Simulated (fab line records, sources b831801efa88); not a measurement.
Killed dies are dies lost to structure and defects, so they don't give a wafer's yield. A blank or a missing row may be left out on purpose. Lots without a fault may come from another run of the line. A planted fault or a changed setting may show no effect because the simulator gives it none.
Which tool did it? | flow gf180mcu | 6 lots, 18 wafers sampled, at 3 steps of a route of 602

WHAT THE GAUGES READ, wafer by wafer
GF_VT_IMPLANT_RS_MEAS_48: measures by four-point-probe.
lot  | measured     | on            | LVPWELL_RS (ohm/sq)
L892 | day 8 14:32  | film_metro-01 | 1195 1192 1196
L897 | day 10 03:01 | film_metro-03 | 1237 1232 1237
L904 | day 12 04:16 | film_metro-04 | 1196 1192 1189
L906 | day 12 18:40 | film_metro-01 | 1192 1195 1194
L908 | day 13 04:10 | film_metro-03 | 1195 1193 1197
L910 | day 13 18:38 | film_metro-04 | 1202 1207 1200

WHICH TOOL RAN EACH LOT (tool, then ch and the chambers of the sampled wafers, then the start)
lot  | GF_NWELL_STRIP_10                   | GF_LVPWELL_IMPLANT_08
L892 | plasma_asher-03 ch 0,1, day 4 04:56 | implanter-04 ch 0, day 4 18:40
L897 | plasma_asher-01 ch 0,1, day 5 08:49 | implanter-03 ch 0, day 5 23:08
L904 | plasma_asher-03 ch 0,1, day 7 01:19 | implanter-02 ch 0, day 7 17:17
L906 | plasma_asher-04 ch 0,1, day 7 13:37 | implanter-04 ch 0, day 8 05:10
L908 | plasma_asher-04 ch 0,1, day 7 20:25 | implanter-02 ch 0, day 8 12:24
L910 | plasma_asher-03 ch 0,1, day 8 09:32 | implanter-02 ch 0, day 9 01:41
- GF_NWELL_STRIP_10: strips in O2/N2.
- GF_LVPWELL_IMPLANT_08

THE ANSWER, worked out from the rows above alone
Rule: what is usual is taken from the lots themselves. Put in order of their means at a reading, lots are off if they are a third of the lots or fewer, leave a main group of 4 or more, and stand apart from it by a gap of 3 or more times the standard deviation of the main group's means; of several such gaps the widest counts. A main group whose means are all the same, to the digits that the tables above print for the reading, isn't used. A lot without any number at a reading at which 4 lots or more have one is off too. The other lots that the step has rows for count as sound.
Off: L897, at GF_VT_IMPLANT_RS_MEAS_48 (LVPWELL_RS). The main group: mean 1196 ohm/sq, standard deviation 3.8.
A tool fits if, at a process step before that reading, it ran every lot that is off, and no sound lot after the first of them. The gauges at GF_VT_IMPLANT_RS_MEAS_48 are tried like those tools. Can't be told from this: 2 tools fit, plasma_asher-01 at GF_NWELL_STRIP_10, implanter-03 at GF_LVPWELL_IMPLANT_08.

WHAT THE SIMULATOR HAD PUT IN
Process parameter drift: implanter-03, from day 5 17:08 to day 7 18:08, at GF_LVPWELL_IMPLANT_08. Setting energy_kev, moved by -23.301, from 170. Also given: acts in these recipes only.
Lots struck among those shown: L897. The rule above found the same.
